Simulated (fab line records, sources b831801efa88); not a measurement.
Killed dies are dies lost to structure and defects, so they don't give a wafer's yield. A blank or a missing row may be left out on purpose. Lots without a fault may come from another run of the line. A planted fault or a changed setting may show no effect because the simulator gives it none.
A struck lot beside a sound one | flow sky130 | 32 steps out of a route of 708
Sound: wafers L209.1, L209.4, L209.5. Struck: wafers L218.1, L218.4, L218.6. The cause comes at the end.
At each step with rows: each side's tool, then ch and its chambers, then its first start. Under that, the readings that differ: sound wafers | struck wafers | difference of the means | sigmas: that difference in standard deviations of wafers without a fault.
alike: readings whose means differ by less than 2 such deviations, and words and numbers that are the same on both sides. not compared: withheld readings, readings that some wafer has no value for, bounds like >300 that may hide the same value, and numbers for which the record gives no deviation and whose values overlap.
The two part at a step that has a row with sigmas, a row that says differs or no value, or rows on one side only. Numbers that don't overlap but have no deviation are shown without sigmas and don't part them. A reading that every wafer of one side lacks parts them only if that side has two wafers or more.

SKY_PWDE_OVL_MEAS_07:
  sound on overlay-01, day 4 02:04; struck on overlay-02, day 6 01:45
  alike: PWDE_OVL
then, 1 step without rows for these wafers: SKY_PWDE_IMPLANT_08.
SKY_PWDE_STRIP_09: strips in O2/N2.
  sound on plasma_asher-04 ch 0,1, day 4 02:14; struck on plasma_asher-04 ch 0,1, day 6 01:56
  alike: drypump_motor_current_A, oes_product_au, strip_time_to_endpoint_s
  not compared: rf_hours_counter_h
SKY_PWDE_TW_MEAS_10:
  sound on film_metro-01, day 4 02:20; struck on film_metro-03, day 6 02:02
  reading | sound       | struck      | difference | sigmas
  PWDE_TW | 374 372 371 | 385 385 385 | +13        | +3
then, 7 steps without rows for these wafers: SKY_NWELL_DEHYDRATE_03 (time 60 s); SKY_NWELL_HMDS_04 (prime time 60 s); SKY_NWELL_COAT_05 (resist thk 3000 nm); SKY_NWELL_SOFTBAKE_06; SKY_NWELL_EXPOSE_07 (exposes mask NWM, target cd 840 nm); SKY_NWELL_PEB_08; SKY_NWELL_DEVELOP_09 (develop time 60 s).
SKY_NWELL_OVL_MEAS_10:
  sound on overlay-02, day 4 19:28; struck on overlay-01, day 6 19:49
  alike: NWELL_00_OVL
SKY_NWELL_IMPLANT_11:
  sound on implanter-04 ch 0, day 4 19:30; struck on implanter-01 ch 0, day 6 19:52
  reading                   | sound                | struck               | difference | sigmas
  beam_energy_keV           | 399.94 400.07 399.78 | 418.39 418.30 418.38 | +18.43     | +99 or more
  model.implant.rp_nm (nm)  | 501.1 501.1 501.1    | 519.3 519.3 519.3    | +18.2      |
  model.implant.drp_nm (nm) | 116.9 116.9 116.9    | 119.6 119.6 119.6    | +2.7       |
  alike: beam_on_s
then, 2 steps without rows for these wafers: SKY_NWELL_IMPLANT_12; SKY_NWELL_IMPLANT_13.
SKY_NWELL_STRIP_14: strips in O2/N2.
  sound on plasma_asher-03 ch 0,1, day 4 19:57; struck on plasma_asher-03 ch 0,1, day 6 20:19
  alike: drypump_motor_current_A, oes_product_au, strip_time_to_endpoint_s
  not compared: rf_hours_counter_h
SKY_NWELL_TW_MEAS_15:
  sound on film_metro-01, day 4 20:03; struck on film_metro-03, day 6 20:25
  reading  | sound          | struck         | difference | sigmas
  NWELL_TW | 1812 1809 1819 | 1875 1886 1871 | +64        | +3
then, 7 steps without rows for these wafers: SKY_NWELL_DEHYDRATE_16 (time 60 s); SKY_NWELL_HMDS_17 (prime time 60 s); SKY_NWELL_COAT_18 (resist thk 3000 nm); SKY_NWELL_SOFTBAKE_19; SKY_NWELL_EXPOSE_20 (exposes mask NWM COMPLEMENT, target cd 840 nm); SKY_NWELL_PEB_21; SKY_NWELL_DEVELOP_22 (develop time 60 s).
SKY_NWELL_OVL_MEAS_23:
  sound on overlay-01, day 5 13:24; struck on overlay-02, day 7 16:15
  alike: NWELL_01_OVL
then, 1 step without rows for these wafers: SKY_NWELL_IMPLANT_24.
SKY_NWELL_STRIP_25: strips in O2/N2.
  sound on plasma_asher-03 ch 0,1, day 5 13:35; struck on plasma_asher-01 ch 0,1, day 7 16:29
  alike: drypump_motor_current_A, oes_product_au, strip_time_to_endpoint_s
  not compared: rf_hours_counter_h
SKY_NWELL_TW_MEAS_26:
  sound on film_metro-04, day 5 13:41; struck on film_metro-01, day 7 16:35
  alike: NWELL_2_TW
then, 1 step without rows for these wafers: SKY_NWELL_CLEAN_27 (cleans in SC1/SC2, time 150 s).
SKY_NWELL_RTA_28: time 30 s.
  sound on rtp_anneal-01 ch 0, day 5 13:48; struck on rtp_anneal-01 ch 0, day 7 16:41
  alike: lamp_power_pct, ramp_up_c_per_s, wafer_temp_C_max
SKY_NWELL_RS_MEAS_29: measures by four-point-probe.
  sound on film_metro-03, day 5 13:54; struck on film_metro-01, day 7 16:47
  reading           | sound             | struck            | difference | sigmas
  NWELL_RS (ohm/sq) | 625.3 625.1 624.7 | 619.9 618.1 618.0 | -6.4       | -4
-- the record jumps here: 40 days lie between the struck wafers' starts before and after (it left off in module NWELL and takes up again in module PAD_OPEN, whose first step shown is number 708 of the route) --
SKY_PAD_OPEN_PROBE_99:
  sound on prober-02, day 45 21:55; struck on prober-01, day 47 22:42
  reading                                     | sound                        | struck                        | difference | sigmas
  model.etest.nfet_16v.r_on_ohm_um            | 1.422e+04 1.429e+04 1.43e+04 | 1.455e+04 1.446e+04 1.442e+04 | +2.067e+02 |
  model.etest.iso_nwell_nwell.leak_log10_a_um | -13.63 -13.51 -13.71         | -12.42 -12.23 -12.53          | +1.22      |
  model.etest.pfet_01v8_lvt.vt_sat_v (V)      | -0.4372 -0.4357 -0.4436      | -0.4091 -0.4215 -0.418        | +0.0226    |
  model.etest.pfet_01v8_lvt.vt_v (V)          | -0.5252 -0.5284 -0.5331      | -0.5115 -0.5197 -0.5171       | +0.0128    |
  alike: killed_at_M0_to_M3, killed_at_M4_up, killed_at_contacts, killed_at_front_end, killed_at_other, killed_dies, killed_open, killed_short

WHERE THEY PART
First at SKY_PWDE_TW_MEAS_10; last, within this record, at SKY_NWELL_RS_MEAS_29. Later steps at which nothing parts them and some readings are alike: SKY_PAD_OPEN_PROBE_99.

WHY: what the simulator had put in
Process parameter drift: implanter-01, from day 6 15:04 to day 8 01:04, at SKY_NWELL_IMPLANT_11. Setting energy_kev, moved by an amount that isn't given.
